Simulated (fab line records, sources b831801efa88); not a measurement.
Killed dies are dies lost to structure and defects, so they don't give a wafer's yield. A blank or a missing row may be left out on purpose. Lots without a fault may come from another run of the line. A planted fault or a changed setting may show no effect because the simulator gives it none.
A sampling plan put to the test | flow sky130 | one fab line, 51 faults that these records tell of, each judged on the records of the lots that it struck
The plan is the line's own looks: the steps of the route at which a gauge or an inspection reads the wafer and doesn't change it. A look can be judged if struck wafers have a number there and the file gives its usual mean and standard deviation on fault-free wafers. Caught: at a look after the fault's first step, the mean of the struck wafers lies 4 or more of those standard deviations (sigma) from the usual mean. On the tool: the same test on the tool's own readings at the fault's steps. Another recipe on the struck wafers, or a record that is blank for them alone, also counts as caught.

THE FAULTS, as the simulator had put them in
1. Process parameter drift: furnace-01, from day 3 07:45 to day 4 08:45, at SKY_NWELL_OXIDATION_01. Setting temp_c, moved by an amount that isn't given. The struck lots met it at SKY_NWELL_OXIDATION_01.
2. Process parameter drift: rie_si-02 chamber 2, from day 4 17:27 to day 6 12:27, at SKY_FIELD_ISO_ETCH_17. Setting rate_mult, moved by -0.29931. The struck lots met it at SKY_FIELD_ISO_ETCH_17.
3. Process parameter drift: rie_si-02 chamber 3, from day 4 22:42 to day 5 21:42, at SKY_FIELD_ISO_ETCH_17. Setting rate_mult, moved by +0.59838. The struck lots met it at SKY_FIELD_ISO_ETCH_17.
4. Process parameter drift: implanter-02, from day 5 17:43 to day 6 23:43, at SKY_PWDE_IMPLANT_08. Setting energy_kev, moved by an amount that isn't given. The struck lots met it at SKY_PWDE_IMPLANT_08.
5. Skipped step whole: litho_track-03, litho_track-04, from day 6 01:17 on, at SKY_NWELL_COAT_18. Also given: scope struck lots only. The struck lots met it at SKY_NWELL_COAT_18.
6. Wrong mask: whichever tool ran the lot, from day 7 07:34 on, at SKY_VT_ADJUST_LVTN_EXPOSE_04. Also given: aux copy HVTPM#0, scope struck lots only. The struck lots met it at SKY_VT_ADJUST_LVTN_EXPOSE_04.
7. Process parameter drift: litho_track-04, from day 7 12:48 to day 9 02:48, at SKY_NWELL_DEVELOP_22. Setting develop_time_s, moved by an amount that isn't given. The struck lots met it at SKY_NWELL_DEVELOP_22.
8. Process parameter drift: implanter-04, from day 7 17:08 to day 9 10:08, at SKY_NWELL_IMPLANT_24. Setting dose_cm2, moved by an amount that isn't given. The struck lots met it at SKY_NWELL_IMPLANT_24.
9. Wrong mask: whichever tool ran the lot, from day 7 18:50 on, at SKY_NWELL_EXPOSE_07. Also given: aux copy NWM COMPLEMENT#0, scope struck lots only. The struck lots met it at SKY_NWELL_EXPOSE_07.
10. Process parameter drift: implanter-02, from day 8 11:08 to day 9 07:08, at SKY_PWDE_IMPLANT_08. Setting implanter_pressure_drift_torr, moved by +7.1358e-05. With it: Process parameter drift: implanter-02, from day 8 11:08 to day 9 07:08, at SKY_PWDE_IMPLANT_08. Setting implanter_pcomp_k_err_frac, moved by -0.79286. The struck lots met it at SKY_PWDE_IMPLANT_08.
11. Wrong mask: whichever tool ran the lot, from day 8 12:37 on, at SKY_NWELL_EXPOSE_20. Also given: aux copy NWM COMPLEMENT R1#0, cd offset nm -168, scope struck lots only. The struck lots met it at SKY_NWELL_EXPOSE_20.
12. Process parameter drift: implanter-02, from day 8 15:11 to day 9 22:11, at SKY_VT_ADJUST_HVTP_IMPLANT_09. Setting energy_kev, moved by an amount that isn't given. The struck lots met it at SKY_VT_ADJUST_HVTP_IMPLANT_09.
13. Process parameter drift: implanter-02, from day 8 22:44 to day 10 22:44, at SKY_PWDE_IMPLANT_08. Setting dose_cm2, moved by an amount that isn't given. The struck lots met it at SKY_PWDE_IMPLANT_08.
14. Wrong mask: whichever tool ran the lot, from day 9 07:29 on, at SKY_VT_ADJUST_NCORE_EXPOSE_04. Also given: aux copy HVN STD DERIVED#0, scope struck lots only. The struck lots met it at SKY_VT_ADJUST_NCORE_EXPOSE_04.
15. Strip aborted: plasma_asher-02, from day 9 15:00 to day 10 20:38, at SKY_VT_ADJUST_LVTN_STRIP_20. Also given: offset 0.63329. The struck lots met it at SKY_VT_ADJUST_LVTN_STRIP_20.
16. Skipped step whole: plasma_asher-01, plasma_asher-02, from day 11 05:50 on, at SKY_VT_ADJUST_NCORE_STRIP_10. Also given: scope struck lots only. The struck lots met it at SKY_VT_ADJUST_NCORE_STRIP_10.
17. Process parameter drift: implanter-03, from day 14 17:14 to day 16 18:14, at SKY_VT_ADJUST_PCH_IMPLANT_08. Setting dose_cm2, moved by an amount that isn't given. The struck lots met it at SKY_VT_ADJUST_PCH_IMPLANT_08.
18. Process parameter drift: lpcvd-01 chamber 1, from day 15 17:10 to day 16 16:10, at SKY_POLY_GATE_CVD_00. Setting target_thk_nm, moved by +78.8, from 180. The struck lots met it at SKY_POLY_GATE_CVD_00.
19. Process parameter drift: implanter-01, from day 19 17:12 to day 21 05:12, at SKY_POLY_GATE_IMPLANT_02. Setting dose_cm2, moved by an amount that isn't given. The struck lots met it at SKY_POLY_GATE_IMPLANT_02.
20. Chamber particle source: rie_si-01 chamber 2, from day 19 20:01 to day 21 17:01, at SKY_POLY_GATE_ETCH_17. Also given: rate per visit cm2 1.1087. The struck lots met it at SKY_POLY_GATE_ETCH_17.
21. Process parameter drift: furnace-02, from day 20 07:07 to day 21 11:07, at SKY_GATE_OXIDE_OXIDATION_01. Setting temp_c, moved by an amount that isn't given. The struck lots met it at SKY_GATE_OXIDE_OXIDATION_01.
22. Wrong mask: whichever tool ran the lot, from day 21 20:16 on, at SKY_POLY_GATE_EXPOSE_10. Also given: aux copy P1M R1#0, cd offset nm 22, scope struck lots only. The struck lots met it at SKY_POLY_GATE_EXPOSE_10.
23. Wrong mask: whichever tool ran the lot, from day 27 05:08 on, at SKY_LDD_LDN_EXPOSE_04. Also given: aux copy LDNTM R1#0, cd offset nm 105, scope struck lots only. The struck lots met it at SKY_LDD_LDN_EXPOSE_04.
24. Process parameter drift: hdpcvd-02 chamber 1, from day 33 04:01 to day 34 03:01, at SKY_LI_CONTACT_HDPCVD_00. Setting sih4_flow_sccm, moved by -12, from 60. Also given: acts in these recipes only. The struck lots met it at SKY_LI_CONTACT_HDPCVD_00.
25. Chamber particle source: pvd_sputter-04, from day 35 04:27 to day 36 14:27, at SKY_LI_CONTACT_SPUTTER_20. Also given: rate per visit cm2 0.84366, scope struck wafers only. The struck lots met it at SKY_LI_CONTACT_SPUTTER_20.
26. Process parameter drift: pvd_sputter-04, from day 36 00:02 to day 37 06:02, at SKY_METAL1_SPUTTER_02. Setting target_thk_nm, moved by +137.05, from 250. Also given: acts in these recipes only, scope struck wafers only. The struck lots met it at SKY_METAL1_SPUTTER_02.
27. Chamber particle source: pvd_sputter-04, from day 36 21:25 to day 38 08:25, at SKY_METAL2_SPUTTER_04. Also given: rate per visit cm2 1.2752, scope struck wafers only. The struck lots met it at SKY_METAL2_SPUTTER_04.
28. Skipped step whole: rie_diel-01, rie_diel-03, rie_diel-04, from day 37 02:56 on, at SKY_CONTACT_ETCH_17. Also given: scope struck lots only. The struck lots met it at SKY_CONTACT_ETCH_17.
29. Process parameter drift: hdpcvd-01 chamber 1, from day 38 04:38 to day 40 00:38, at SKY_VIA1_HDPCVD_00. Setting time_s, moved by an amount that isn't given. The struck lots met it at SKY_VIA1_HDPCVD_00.
30. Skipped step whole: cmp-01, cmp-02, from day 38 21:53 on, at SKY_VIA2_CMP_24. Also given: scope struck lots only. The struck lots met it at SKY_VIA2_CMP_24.
31. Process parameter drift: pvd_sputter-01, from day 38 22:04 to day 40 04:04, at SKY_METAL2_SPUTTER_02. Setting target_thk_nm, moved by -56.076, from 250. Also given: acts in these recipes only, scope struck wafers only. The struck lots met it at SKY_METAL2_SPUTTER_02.
32. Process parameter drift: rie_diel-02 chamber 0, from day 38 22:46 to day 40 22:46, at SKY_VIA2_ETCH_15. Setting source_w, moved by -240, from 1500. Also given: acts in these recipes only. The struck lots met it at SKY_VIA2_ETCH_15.
33. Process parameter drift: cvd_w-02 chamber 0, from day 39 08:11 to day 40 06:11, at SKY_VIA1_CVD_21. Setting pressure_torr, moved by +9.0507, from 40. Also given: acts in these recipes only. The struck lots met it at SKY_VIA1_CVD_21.
34. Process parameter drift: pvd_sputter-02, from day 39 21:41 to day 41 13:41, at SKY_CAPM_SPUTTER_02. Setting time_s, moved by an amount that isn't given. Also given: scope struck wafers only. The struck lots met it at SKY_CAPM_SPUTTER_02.
35. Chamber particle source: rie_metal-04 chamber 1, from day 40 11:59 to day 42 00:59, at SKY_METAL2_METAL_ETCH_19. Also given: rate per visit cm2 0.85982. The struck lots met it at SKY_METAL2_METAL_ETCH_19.
36. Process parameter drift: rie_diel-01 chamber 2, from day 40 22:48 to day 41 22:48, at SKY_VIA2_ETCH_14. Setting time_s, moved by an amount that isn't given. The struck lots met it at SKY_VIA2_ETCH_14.
37. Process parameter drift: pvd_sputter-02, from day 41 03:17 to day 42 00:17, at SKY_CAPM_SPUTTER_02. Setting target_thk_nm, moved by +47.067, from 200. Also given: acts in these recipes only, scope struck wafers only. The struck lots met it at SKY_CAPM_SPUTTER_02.
38. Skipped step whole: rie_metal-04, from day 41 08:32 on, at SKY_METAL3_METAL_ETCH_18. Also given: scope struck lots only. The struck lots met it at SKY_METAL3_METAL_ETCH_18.
39. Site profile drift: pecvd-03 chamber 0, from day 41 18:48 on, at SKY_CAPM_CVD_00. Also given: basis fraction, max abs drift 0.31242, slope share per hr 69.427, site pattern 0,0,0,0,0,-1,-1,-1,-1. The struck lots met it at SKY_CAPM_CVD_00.
40. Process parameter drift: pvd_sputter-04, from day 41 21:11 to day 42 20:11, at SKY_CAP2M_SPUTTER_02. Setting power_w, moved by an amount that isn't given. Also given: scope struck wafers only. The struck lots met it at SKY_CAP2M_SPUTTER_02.
41. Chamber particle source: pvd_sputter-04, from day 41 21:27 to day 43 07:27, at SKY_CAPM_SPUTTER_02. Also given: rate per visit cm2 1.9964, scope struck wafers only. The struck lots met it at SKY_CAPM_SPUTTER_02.
42. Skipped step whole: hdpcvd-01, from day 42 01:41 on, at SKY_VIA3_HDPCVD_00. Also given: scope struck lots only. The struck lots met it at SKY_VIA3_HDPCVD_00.
43. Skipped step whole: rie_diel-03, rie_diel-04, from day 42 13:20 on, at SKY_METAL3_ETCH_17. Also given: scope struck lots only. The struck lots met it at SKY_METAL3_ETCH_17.
44. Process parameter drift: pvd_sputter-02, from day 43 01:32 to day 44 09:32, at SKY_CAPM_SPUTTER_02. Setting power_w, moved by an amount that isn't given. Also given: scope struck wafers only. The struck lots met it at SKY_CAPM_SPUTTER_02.
45. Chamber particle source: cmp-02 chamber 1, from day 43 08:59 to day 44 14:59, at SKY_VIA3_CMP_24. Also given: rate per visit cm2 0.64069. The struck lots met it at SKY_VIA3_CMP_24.
46. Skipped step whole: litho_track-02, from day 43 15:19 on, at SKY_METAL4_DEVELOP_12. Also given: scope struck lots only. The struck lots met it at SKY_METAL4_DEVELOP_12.
47. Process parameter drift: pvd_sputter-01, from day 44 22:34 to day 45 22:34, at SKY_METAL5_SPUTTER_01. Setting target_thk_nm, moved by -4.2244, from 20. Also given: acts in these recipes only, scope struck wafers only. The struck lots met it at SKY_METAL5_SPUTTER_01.
48. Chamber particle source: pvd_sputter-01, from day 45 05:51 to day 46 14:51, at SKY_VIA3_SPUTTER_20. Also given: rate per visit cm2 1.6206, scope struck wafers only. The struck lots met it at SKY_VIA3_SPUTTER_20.
49. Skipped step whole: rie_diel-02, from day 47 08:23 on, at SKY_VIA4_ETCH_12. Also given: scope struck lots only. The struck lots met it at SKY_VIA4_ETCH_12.
50. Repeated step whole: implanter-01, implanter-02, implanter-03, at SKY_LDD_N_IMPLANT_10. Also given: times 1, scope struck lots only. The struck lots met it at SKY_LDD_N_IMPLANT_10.
51. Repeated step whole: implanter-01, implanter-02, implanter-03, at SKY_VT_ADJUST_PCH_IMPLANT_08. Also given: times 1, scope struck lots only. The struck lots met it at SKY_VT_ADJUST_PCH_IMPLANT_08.

WHAT THE PLAN SAW
fault | on the tool itself                               | first look that catches it                      | reading, sigma                                              | median hours from its first step to that look | hours from the fault's start to the first struck lot there | judged looks passed uncaught
1     | tube_center_temp_C +99 or beyond sigma           | SKY_NWELL_THK_MEAS_02                           | NWELL_OXIDATION_THK +20                                     | 1.4                                           | 5                                                          | 0
2     | oes_product_au -21 sigma                         | none of the 2 looks that can be judged after it | -                                                           | -                                             | -                                                          | 2
3     | oes_product_au +44 sigma                         | none of the 2 looks that can be judged after it | -                                                           | -                                             | -                                                          | 2
4     | beam_energy_keV -99 or beyond sigma              | SKY_NWELL_RS_MEAS_31                            | PWDE_RS +4.2                                                | 40.9                                          | 48                                                         | 2
5     | the tool's record is blank for the struck wafers | not the one look that can be judged after it    | -                                                           | -                                             | -                                                          | 1
6     | under 2 sigma                                    | SKY_VT_ADJUST_LVTN_TW_MEAS_10                   | VT_ADJUST_LVTN_TW -91                                       | 10.2                                          | 14                                                         | 0
7     | no reading that can be judged                    | not the one look that can be judged after it    | -                                                           | -                                             | -                                                          | 1
8     | dose_ions_cm2 +99 or beyond sigma                | SKY_NWELL_TW_MEAS_26                            | NWELL_2_TW +5.8                                             | 0.2                                           | 1                                                          | 0
9     | no reading that can be judged                    | SKY_NWELL_TW_MEAS_15                            | NWELL_TW -99 or beyond                                      | 10.7                                          | 11                                                         | 0
10    | end_station_pressure_torr +99 or beyond sigma    | SKY_PWDE_TW_MEAS_10                             | PWDE_TW +5.7                                                | 0.2                                           | 5                                                          | 0
11    | under 2 sigma                                    | not the one look that can be judged after it    | -                                                           | -                                             | -                                                          | 1
12    | beam_energy_keV +48 sigma                        | no look after it can be judged                  | -                                                           | -                                             | -                                                          | 0
13    | dose_ions_cm2 -21 sigma                          | SKY_NWELL_RS_MEAS_31                            | PWDE_RS +7.2                                                | 47.1                                          | 55                                                         | 0
14    | no reading that can be judged                    | SKY_VT_ADJUST_NCORE_TW_MEAS_11                  | VT_ADJUST_NCORE_TW -75                                      | 12.0                                          | 14                                                         | 0
15    | oes_product_au +45 sigma                         | SKY_VT_ADJUST_NCORE_TW_MEAS_11                  | VT_ADJUST_NCORE_TW -75                                      | 23.7                                          | 53                                                         | 0
16    | the tool's record is blank for the struck wafers | SKY_VT_ADJUST_HVTR_TW_MEAS_11                   | VT_ADJUST_HVTR_TW -99 or beyond                             | 24.4                                          | 28                                                         | 0
17    | dose_ions_cm2 -99 or beyond sigma                | SKY_VT_ADJUST_PCH_TW_MEAS_10                    | VT_ADJUST_PCH_TW -20                                        | 0.2                                           | 14                                                         | 0
18    | under 2 sigma                                    | SKY_POLY_GATE_THK_MEAS_01                       | POLY_GATE_CVD_00_THK +56                                    | 1.2                                           | 7                                                          | 0
19    | dose_ions_cm2 -99 or beyond sigma                | not the one look that can be judged after it    | strongest: POLY_GATE_TW at SKY_RES_PROTECT_TW_MEAS_08, -3.0 | -                                             | -                                                          | 1
20    | under 2 sigma                                    | no look after it can be judged                  | -                                                           | -                                             | -                                                          | 0
21    | tube_center_temp_C -99 or beyond sigma           | SKY_GATE_OXIDE_THK_MEAS_02                      | GATE_OXIDE_OXIDATION_00_THK -9.4                            | 1.4                                           | 11                                                         | 0
22    | under 2 sigma                                    | SKY_POLY_GATE_CD_MEAS_13                        | cd_nm +14                                                   | 15.2                                          | 17                                                         | 0
23    | under 2 sigma                                    | none of the 2 looks that can be judged after it | -                                                           | -                                             | -                                                          | 2
24    | sih4_flow_sccm -66 sigma                         | SKY_LI_CONTACT_THK_MEAS_01                      | LI_CONTACT_HDPCVD_THK -21                                   | 0.1                                           | 0                                                          | 0
25    | under 2 sigma                                    | not the one look that can be judged after it    | -                                                           | -                                             | -                                                          | 1
26    | under 2 sigma                                    | SKY_METAL1_RS_MEAS_05                           | METAL1_ALCU_RS -40                                          | 0.1                                           | 28                                                         | 0
27    | under 2 sigma                                    | not the one look that can be judged after it    | -                                                           | -                                             | -                                                          | 1
28    | the tool's record is blank for the struck wafers | no look after it can be judged                  | -                                                           | -                                             | -                                                          | 0
29    | run_length_s -27 sigma                           | SKY_VIA1_THK_MEAS_01                            | VIA1_HDPCVD_THK -8.9                                        | 0.1                                           | 4                                                          | 0
30    | the tool's record is blank for the struck wafers | no look after it can be judged                  | -                                                           | -                                             | -                                                          | 0
31    | under 2 sigma                                    | SKY_METAL2_RS_MEAS_05                           | METAL2_ALCU_RS +23                                          | 0.1                                           | 14                                                         | 0
32    | rf_fwd_power_W -46 sigma                         | no look after it can be judged                  | -                                                           | -                                             | -                                                          | 0
33    | chamber_pressure_Torr +95 sigma                  | SKY_VIA1_RS_MEAS_22                             | VIA1_W_RS -7.9                                              | 0.1                                           | 4                                                          | 0
34    | under 2 sigma                                    | none of the 2 looks that can be judged after it | strongest: CAPM_TIN_THK at SKY_CAPM_THK_MEAS_04, +3.9       | -                                             | -                                                          | 2
35    | under 2 sigma                                    | not the one look that can be judged after it    | -                                                           | -                                             | -                                                          | 1
36    | run_length_s -44 sigma                           | no look after it can be judged                  | -                                                           | -                                             | -                                                          | 0
37    | under 2 sigma                                    | SKY_CAPM_RS_MEAS_03                             | CAPM_TIN_RS -17                                             | 0.2                                           | 15                                                         | 0
38    | the tool's record is blank for the struck wafers | no look after it can be judged                  | -                                                           | -                                             | -                                                          | 0
39    | under 2 sigma                                    | SKY_CAPM_THK_MEAS_01                            | CAPM_CVD_00_THK -8.9                                        | 0.0                                           | 44                                                         | 0
40    | cathode_dc_power_W +99 or beyond sigma           | SKY_CAP2M_RS_MEAS_03                            | CAP2M_TIN_RS -15                                            | 0.1                                           | 5                                                          | 0
41    | under 2 sigma                                    | none of the 3 looks that can be judged after it | -                                                           | -                                             | -                                                          | 3
42    | the tool's record is blank for the struck wafers | no look after it can be judged                  | -                                                           | -                                             | -                                                          | 0
43    | the tool's record is blank for the struck wafers | no look after it can be judged                  | -                                                           | -                                             | -                                                          | 0
44    | cathode_dc_power_W +99 or beyond sigma           | SKY_CAPM_RS_MEAS_03                             | CAPM_TIN_RS -11                                             | 0.1                                           | 14                                                         | 0
45    | under 2 sigma                                    | no look after it can be judged                  | -                                                           | -                                             | -                                                          | 0
46    | no reading that can be judged                    | no look after it can be judged                  | -                                                           | -                                             | -                                                          | 0
47    | under 2 sigma                                    | no look after it can be judged                  | -                                                           | -                                             | -                                                          | 0
48    | under 2 sigma                                    | no look after it can be judged                  | -                                                           | -                                             | -                                                          | 0
49    | the tool's record is blank for the struck wafers | no look after it can be judged                  | -                                                           | -                                             | -                                                          | 0
50    | no reading that can be judged                    | SKY_LDD_N_TW_MEAS_17                            | LDD_N_TW +4.0                                               | 1.3                                           | -                                                          | 0
51    | under 2 sigma                                    | SKY_VT_ADJUST_PCH_TW_MEAS_10                    | VT_ADJUST_PCH_TW +20                                        | 0.5                                           | -                                                          | 0
A dash: the fault isn't caught, or these records don't give the number.

Caught at a look: 25 of 51. Caught on the tool: 27 of 51. By one or the other: 38 of 51.
Caught on the tool alone: faults 2, 3, 5, 12, 19, 28, 30, 32, 36, 38, 42, 43, 49.
Caught at a look alone: faults 6, 9, 14, 18, 22, 26, 31, 37, 39, 50, 51.
Caught by neither: faults 7, 11, 20, 23, 25, 27, 34, 35, 41, 45, 46, 47, 48.

THINNER SAMPLING
If the look that catches a fault measured only every second or every third lot, by lot number, the first struck lot would be measured this late in the worst case:
fault | struck lots at that look, in order of time | every lot | every second lot | every third lot
1     | L774, L775                                 | 5 h       | 12 h             | may miss all 2
4     | L701, L702, L705                           | 48 h      | 49 h             | may miss all 3
6     | L929                                       | 14 h      | may miss it      | may miss it
8     | L149, L151                                 | 1 h       | may miss all 2   | may miss all 2
9     | L726                                       | 11 h      | may miss it      | may miss it
10    | L540, L542                                 | 5 h       | may miss all 2   | may miss all 2
13    | L193, L194                                 | 55 h      | 59 h             | may miss all 2
14    | L887                                       | 14 h      | may miss it      | may miss it
15    | L265                                       | 53 h      | may miss it      | may miss it
16    | L162, L163, L164                           | 28 h      | 30 h             | 39 h
17    | L223, L224, L225                           | 14 h      | 17 h             | 22 h
18    | L299, L300                                 | 7 h       | 17 h             | may miss all 2
21    | L560, L561                                 | 11 h      | 14 h             | may miss all 2
22    | L171                                       | 17 h      | may miss it      | may miss it
24    | L854                                       | 0 h       | may miss it      | may miss it
26    | L870, L871                                 | 28 h      | 29 h             | may miss all 2
29    | L721, L723                                 | 4 h       | may miss all 2   | may miss all 2
31    | L340                                       | 14 h      | may miss it      | may miss it
33    | L349, L350, L351                           | 4 h       | 8 h              | 19 h
37    | L799                                       | 15 h      | may miss it      | may miss it
39    | L579                                       | 44 h      | may miss it      | may miss it
40    | L939, L941                                 | 5 h       | may miss all 2   | may miss all 2
44    | L742, L743                                 | 14 h      | 16 h             | may miss all 2
Hours are from the fault's start to the first struck lot that is measured. The limit of 4 sigma was tested on all struck wafers together, so one lot alone may lie under it. Other struck lots may not be in these records.

THE LONGEST TIMED WAY FROM STEP TO LOOK
Fault 13: a median of 47.1 hours passes between SKY_PWDE_IMPLANT_08 and SKY_NWELL_RS_MEAS_31. No look between them can be judged.
